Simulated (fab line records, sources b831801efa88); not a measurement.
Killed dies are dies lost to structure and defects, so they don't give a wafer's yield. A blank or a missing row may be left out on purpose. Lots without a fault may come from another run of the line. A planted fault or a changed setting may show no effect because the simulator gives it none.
Which tool did it? | flow sky130 | 13 lots, 39 wafers sampled, at 5 steps of a route of 708

WHAT THE GAUGES READ, wafer by wafer
SKY_LDD_LDN_TW_MEAS_13.
lot  | measured     | on            | LDD_LDN_TW
L978 | day 22 15:07 | film_metro-04 | 1492 1484 1487
L980 | day 23 10:10 | film_metro-01 | 1483 1487 1484
L982 | day 24 12:18 | film_metro-03 | 1481 1486 1480
L983 | day 24 18:50 | film_metro-01 | 1477 1485 1484
L986 | day 26 02:08 | film_metro-04 | 1466 1477 1470
L990 | day 27 08:04 | film_metro-03 | 1471 1481 1474
L993 | day 28 02:53 | film_metro-04 | 1547 1553 1547
L994 | day 28 14:16 | film_metro-03 | 1546 1540 1541
L996 | day 29 01:58 | film_metro-03 | 1472 1469 1465
L997 | day 29 10:28 | film_metro-01 | 1464 1468 1471
L999 | day 30 00:37 | film_metro-01 | 1483 1487 1481
L100 | day 30 09:17 | film_metro-01 | 1486 1482 1481
L101 | day 30 15:08 | film_metro-04 | 1479 1470 1477

SKY_POLY_CUT_CD_MEAS_08: target cd 270 nm.
lot  | measured     | on        | cd_nm (nm)
L978 | day 24 00:25 | cd_sem-02 | 270.4 269.9 269.5
L980 | day 24 18:08 | cd_sem-01 | 269.5 269.4 269.3
L982 | day 25 19:08 | cd_sem-02 | 269.9 270.9 270.3
L983 | day 26 01:14 | cd_sem-02 | 268.3 268.8 268.5
L986 | day 27 08:44 | cd_sem-01 | 271.4 271.2 271.0
L990 | day 28 14:29 | cd_sem-01 | 272.3 269.8 270.4
L993 | day 29 09:05 | cd_sem-02 | 272.6 270.3 269.9
L994 | day 29 22:25 | cd_sem-02 | 272.3 273.5 272.9
L996 | day 30 07:09 | cd_sem-02 | 269.2 269.2 270.2
L997 | day 30 17:02 | cd_sem-02 | 271.6 270.9 269.6
L999 | day 31 06:55 | cd_sem-02 | 270.8 269.7 271.5
L100 | day 31 16:13 | cd_sem-01 | 270.5 270.4 270.1
L101 | day 31 19:43 | cd_sem-02 | 270.0 271.0 270.5

SKY_SD_N_RS_MEAS_18: measures by four-point-probe.
lot  | measured     | on            | RES_XHIGH_RS (ohm/sq)
L978 | day 27 17:02 | film_metro-03 | 332.9 334.4 333.3
L980 | day 28 10:58 | film_metro-02 | 332.3 333.9 333.0
L982 | day 29 11:07 | film_metro-01 | 332.9 333.1 333.5
L983 | day 29 16:15 | film_metro-01 | 333.0 332.9 333.3
L986 | day 30 23:17 | film_metro-01 | 335.1 334.8 333.5
L990 | day 32 03:28 | film_metro-02 | 333.9 333.1 332.9
L993 | day 32 21:35 | film_metro-03 | 334.6 334.7 335.6
L994 | day 33 10:29 | film_metro-02 | 332.3 331.9 330.9
L996 | day 33 18:38 | film_metro-03 | 333.3 332.6 332.6
L997 | day 34 03:47 | film_metro-03 | 333.9 334.9 335.5
L999 | day 34 16:48 | film_metro-03 | 333.0 333.4 332.9
L100 | day 35 11:31 | film_metro-03 | 332.7 332.9 334.0
L101 | day 35 04:02 | film_metro-01 | 332.8 335.2 333.4

SKY_LI_CONTACT_OVL_MEAS_13.
lot  | measured     | on         | LI_CONTACT_OVL (nm)
L978 | day 28 21:31 | overlay-01 | 3 1 11
L980 | day 29 16:05 | overlay-02 | 3 7 -1
L982 | day 30 15:09 | overlay-01 | 11 -1 15
L983 | day 30 20:41 | overlay-01 | -7 11 -2
L986 | day 32 03:55 | overlay-02 | 5 5 -7
L990 | day 33 06:46 | overlay-02 | -3 -6 9
L993 | day 34 01:10 | overlay-01 | 5 4 -8
L994 | day 34 13:39 | overlay-01 | 0 1 -6
L996 | day 34 21:43 | overlay-02 | 2 4 -7
L997 | day 35 06:09 | overlay-02 | -4 13 -6
L999 | day 35 19:23 | overlay-02 | 8 6 13
L100 | day 36 14:10 | overlay-01 | 9 2 0
L101 | day 36 07:34 | overlay-02 | 12 13 12

WHICH TOOL RAN EACH LOT (tool, then ch and the chambers of the sampled wafers, then the start)
lot  | SKY_LDD_LDN_IMPLANT_10
L978 | implanter-03 ch 0, day 22 14:43
L980 | implanter-03 ch 0, day 23 09:46
L982 | implanter-03 ch 0, day 24 11:54
L983 | implanter-04 ch 0, day 24 18:28
L986 | implanter-03 ch 0, day 26 01:44
L990 | implanter-03 ch 0, day 27 07:42
L993 | implanter-03 ch 0, day 28 02:29
L994 | implanter-03 ch 0, day 28 13:53
L996 | implanter-02 ch 0, day 29 01:34
L997 | implanter-02 ch 0, day 29 10:04
L999 | implanter-04 ch 0, day 30 00:15
L100 | implanter-04 ch 0, day 30 08:55
L101 | implanter-02 ch 0, day 30 14:45
- SKY_LDD_LDN_IMPLANT_10

WHAT THE TOOLS THEMSELVES READ (means of the sampled wafers that have a number; where no wafer has one, the mark that the record gives instead)
SKY_LDD_LDN_IMPLANT_10.
lot  | tool         | dose_ions_cm2 | faraday_current_uA
L978 | implanter-03 | 1.2485e+13    | 69.1
L980 | implanter-03 | 1.2501e+13    | 69.8
L982 | implanter-03 | 1.2495e+13    | 70.4
L983 | implanter-04 | 1.2509e+13    | 71.3
L986 | implanter-03 | 1.2502e+13    | 70.0
L990 | implanter-03 | 1.2509e+13    | 70.3
L993 | implanter-03 | 2.0743e+13    | 120.5
L994 | implanter-03 | 2.0739e+13    | 117.7
L996 | implanter-02 | 1.2500e+13    | 70.1
L997 | implanter-02 | 1.2504e+13    | 68.8
L999 | implanter-04 | 1.2495e+13    | 71.0
L100 | implanter-04 | 1.2513e+13    | 70.7
L101 | implanter-02 | 1.2509e+13    | 69.2

THE ANSWER, worked out from the rows above alone
Rule: what is usual is taken from the lots themselves. Put in order of their means at a reading, lots are off if they are a third of the lots or fewer, leave a main group of 4 or more, and stand apart from it by a gap of 3 or more times the standard deviation of the main group's means; of several such gaps the widest counts. A main group whose means are all the same, to the digits that the tables above print for the reading, isn't used. A lot without any number at a reading at which 4 lots or more have one is off too. The other lots that the step has rows for count as sound. The gauges are gone through in route order, then the tools' own readings, and for those a lot's mean is taken as printed above. The first step at which some lot is off is used, and at that step the reading that is off furthest; a lot without a number counts as furthest.
Off: L993, L994, at SKY_LDD_LDN_TW_MEAS_13 (LDD_LDN_TW). The main group: mean 1478, standard deviation 6.6.
A tool fits if, at a process step before that reading, it ran every lot that is off, and no sound lot after the first of them. The gauges at SKY_LDD_LDN_TW_MEAS_13 aren't tried: what is off there is off at SKY_LDD_LDN_IMPLANT_10 too, on other tools, and a gauge's error can't cause that. One fits: implanter-03 at SKY_LDD_LDN_IMPLANT_10. Its last sound lot is L990 (day 27 07:42), its first lot that is off L993 (day 28 02:29): a fault that began between those two fits.
The tool's own readings at SKY_LDD_LDN_IMPLANT_10 bear it out: on the lots that are off they differ by more than 5 times the standard deviation of the sound lots' means. dose_ions_cm2 reads 2.0741e+13 there against 1.2502e+13 on the sound lots; faraday_current_uA reads 119.1 there against 70.1 on the sound lots.

WHAT THE SIMULATOR HAD PUT IN
Process parameter drift: implanter-03, from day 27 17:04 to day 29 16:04, at SKY_LDD_LDN_IMPLANT_10. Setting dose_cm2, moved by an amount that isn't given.
Lots struck among those shown: L993, L994. The rule above found the same.
